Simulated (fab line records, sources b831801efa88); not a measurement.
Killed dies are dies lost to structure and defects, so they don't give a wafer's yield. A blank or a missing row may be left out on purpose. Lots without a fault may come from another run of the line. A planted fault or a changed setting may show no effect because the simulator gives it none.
Tool commonality check | flow sky130 | 8 lots, 24 wafers sampled

WHY IT WAS OPENED
At SKY_LDD_P_TW_MEAS_11 the reading LDD_P_TW is flagged on 4 of 8 lots. Wafers without a fault read 637.6, standard deviation 2.8.
Rule: a lot is flagged when every wafer of it that has a number lies more than 4 standard deviations from that mean, or none has a number. The other lots count as sound.

lot  | measured     | on            | LDD_P_TW, wafer by wafer | flag
L478 | day 18 10:23 | film_metro-01 | 642.4 642.5 643.6        |
L479 | day 19 03:32 | film_metro-03 | 636.7 638.0 632.8        |
L480 | day 19 13:53 | film_metro-03 | 633.2 635.8 637.4        |
L481 | day 20 05:37 | film_metro-01 | 636.7 638.8 635.5        |
L485 | day 21 12:55 | film_metro-01 | 1058.3 1051.3 1050.4     | FLAGGED
L486 | day 21 22:23 | film_metro-04 | 1059.3 1064.0 1064.5     | FLAGGED
L487 | day 22 11:35 | film_metro-01 | 1056.0 1058.5 1057.3     | FLAGGED
L488 | day 22 16:14 | film_metro-04 | 1048.9 1052.4 1050.1     | FLAGGED
The numbers of the flagged lots are 1055.9 on average: +418.3 against the usual, or +99 or more standard deviations.

WHICH TOOL RAN EACH LOT
The record holds 1 process step before the reading, out of a route of 708 steps. In each cell: the tool, then ch and the chambers that the sampled wafers went through, then the start.
lot  | flag    | SKY_LDD_P_IMPLANT_09
L478 |         | implanter-04 ch 0, day 18 10:09
L479 |         | implanter-02 ch 0, day 19 03:18
L480 |         | implanter-04 ch 0, day 19 13:40
L481 |         | implanter-02 ch 0, day 20 05:22
L485 | FLAGGED | implanter-01 ch 0, day 21 12:40
L486 | FLAGGED | implanter-04 ch 0, day 21 22:08
L487 | FLAGGED | implanter-01 ch 0, day 22 11:20
L488 | FLAGGED | implanter-02 ch 0, day 22 16:00
What these steps do:
- SKY_LDD_P_IMPLANT_09
- SKY_LDD_P_TW_MEAS_11

FLAGGED OVER TOTAL, TOOL BY TOOL (the gauges that took the reading come last)
step                 | tool          | lots run | flagged | share of the flagged lots | sound lots run after its first flagged lot
SKY_LDD_P_IMPLANT_09 | implanter-01  | 2        | 2       | some                      | 0
SKY_LDD_P_IMPLANT_09 | implanter-02  | 3        | 1       | some                      | 0
SKY_LDD_P_IMPLANT_09 | implanter-04  | 3        | 1       | some                      | 0
SKY_LDD_P_TW_MEAS_11 | film_metro-01 | 4        | 2       | some                      | 0
SKY_LDD_P_TW_MEAS_11 | film_metro-03 | 2        | 0       | none                      | -
SKY_LDD_P_TW_MEAS_11 | film_metro-04 | 2        | 2       | some                      | 0

WHAT THE TABLE ALLOWS
No row of the table ran every flagged lot.

WHAT THE SIMULATOR HAD PUT IN
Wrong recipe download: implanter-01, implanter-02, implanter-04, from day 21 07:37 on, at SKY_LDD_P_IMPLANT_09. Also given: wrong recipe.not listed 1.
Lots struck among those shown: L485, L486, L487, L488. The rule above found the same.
